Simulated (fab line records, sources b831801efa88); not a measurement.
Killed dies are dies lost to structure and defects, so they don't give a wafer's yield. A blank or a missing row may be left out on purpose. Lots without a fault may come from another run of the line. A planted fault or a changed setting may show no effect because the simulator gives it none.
Tool commonality check | flow sky130 | 14 lots, 42 wafers sampled

WHY IT WAS OPENED
At SKY_RES_XHIGH_TW_MEAS_09 the reading RES_XHIGH_TW is flagged on 2 of 14 lots. Wafers without a fault read 1622, standard deviation 6.5.
Rule: a lot is flagged when every wafer of it that has a number lies more than 4 standard deviations from that mean, or none has a number. The other lots count as sound.

lot  | measured     | on            | RES_XHIGH_TW, wafer by wafer | flag
L258 | day 28 05:56 | film_metro-03 | 1606 1613 1618               |
L259 | day 28 09:53 | film_metro-01 | 1626 1626 1630               |
L261 | day 29 05:01 | film_metro-04 | 2845 2829 2827               | FLAGGED
L260 | day 29 07:20 | film_metro-03 | 2848 2845 2840               | FLAGGED
L262 | day 29 08:13 | film_metro-01 | 1633 1634 1634               |
L263 | day 29 20:55 | film_metro-03 | 1610 1612 1611               |
L264 | day 30 07:25 | film_metro-04 | 1630 1631 1627               |
L266 | day 30 17:41 | film_metro-01 | 1614 1624 1617               |
L267 | day 31 02:14 | film_metro-04 | 1608 1621 1613               |
L268 | day 31 09:28 | film_metro-01 | 1626 1620 1617               |
L272 | day 32 22:14 | film_metro-01 | 1628 1632 1628               |
L275 | day 33 16:11 | film_metro-01 | 1619 1622 1624               |
L276 | day 33 19:56 | film_metro-04 | 1619 1615 1618               |
L277 | day 34 02:01 | film_metro-01 | 1618 1619 1620               |
The numbers of the flagged lots are 2839 on average: +1217 against the usual, or +99 or more standard deviations.

WHICH TOOL RAN EACH LOT
The record holds 2 process steps before the reading, out of a route of 708 steps. In each cell: the tool, then ch and the chambers that the sampled wafers went through, then the start.
lot  | flag    | SKY_LDD_LDN_STRIP_12                 | SKY_SD_P_COAT_02
L258 |         | plasma_asher-03 ch 0,1, day 24 12:29 | litho_track-03 ch 0, day 26 11:17
L259 |         | plasma_asher-02 ch 0,1, day 24 17:14 | litho_track-02 ch 0, day 26 14:56
L261 | FLAGGED | plasma_asher-03 ch 0,1, day 25 13:20 | litho_track-01, day 27 09:25
L260 | FLAGGED | plasma_asher-01 ch 0,1, day 25 13:52 | litho_track-02, day 27 11:05
L262 |         | plasma_asher-03 ch 0,1, day 25 14:59 | litho_track-01 ch 0, day 27 12:13
L263 |         | plasma_asher-02 ch 0,1, day 26 02:11 | litho_track-02 ch 0, day 28 01:17
L264 |         | plasma_asher-02 ch 0,1, day 26 15:19 | litho_track-01 ch 0, day 28 10:52
L266 |         | plasma_asher-02 ch 0,1, day 27 02:11 | litho_track-02 ch 0, day 28 23:14
L267 |         | plasma_asher-01 ch 0,1, day 27 11:08 | litho_track-01 ch 0, day 29 07:53
L268 |         | plasma_asher-01 ch 0, day 27 18:29   | litho_track-01 ch 0, day 29 14:37
L272 |         | plasma_asher-03 ch 0,1, day 29 05:41 | litho_track-02 ch 0, day 31 03:18
L275 |         | plasma_asher-02 ch 0,1, day 30 04:23 | litho_track-03 ch 0, day 31 23:26
L276 |         | plasma_asher-01 ch 0,1, day 30 08:49 | litho_track-01 ch 0, day 32 03:07
L277 |         | plasma_asher-02 ch 0,1, day 30 14:41 | litho_track-02 ch 0, day 32 08:44
What these steps do:
- SKY_LDD_LDN_STRIP_12: strips in O2/N2.
- SKY_SD_P_COAT_02: resist thk 1140 nm.
- SKY_RES_XHIGH_TW_MEAS_09

FLAGGED OVER TOTAL, TOOL BY TOOL (the gauges that took the reading come last)
step                     | tool            | lots run | flagged | share of the flagged lots | sound lots run after its first flagged lot
SKY_LDD_LDN_STRIP_12     | plasma_asher-01 | 4        | 1       | some                      | 3 (L267,L268,L276)
SKY_LDD_LDN_STRIP_12     | plasma_asher-02 | 6        | 0       | none                      | -
SKY_LDD_LDN_STRIP_12     | plasma_asher-03 | 4        | 1       | some                      | 2 (L262,L272)
SKY_SD_P_COAT_02         | litho_track-01  | 6        | 1       | some                      | 5 (L262,L264,L267,L268,L276)
SKY_SD_P_COAT_02         | litho_track-02  | 6        | 1       | some                      | 4 (L263,L266,L272,L277)
SKY_SD_P_COAT_02         | litho_track-03  | 2        | 0       | none                      | -
SKY_RES_XHIGH_TW_MEAS_09 | film_metro-01   | 7        | 0       | none                      | -
SKY_RES_XHIGH_TW_MEAS_09 | film_metro-03   | 3        | 1       | some                      | 1 (L263)
SKY_RES_XHIGH_TW_MEAS_09 | film_metro-04   | 4        | 1       | some                      | 3 (L264,L267,L276)

WHAT THE TABLE ALLOWS
No row of the table ran every flagged lot.

WHAT THE SIMULATOR HAD PUT IN
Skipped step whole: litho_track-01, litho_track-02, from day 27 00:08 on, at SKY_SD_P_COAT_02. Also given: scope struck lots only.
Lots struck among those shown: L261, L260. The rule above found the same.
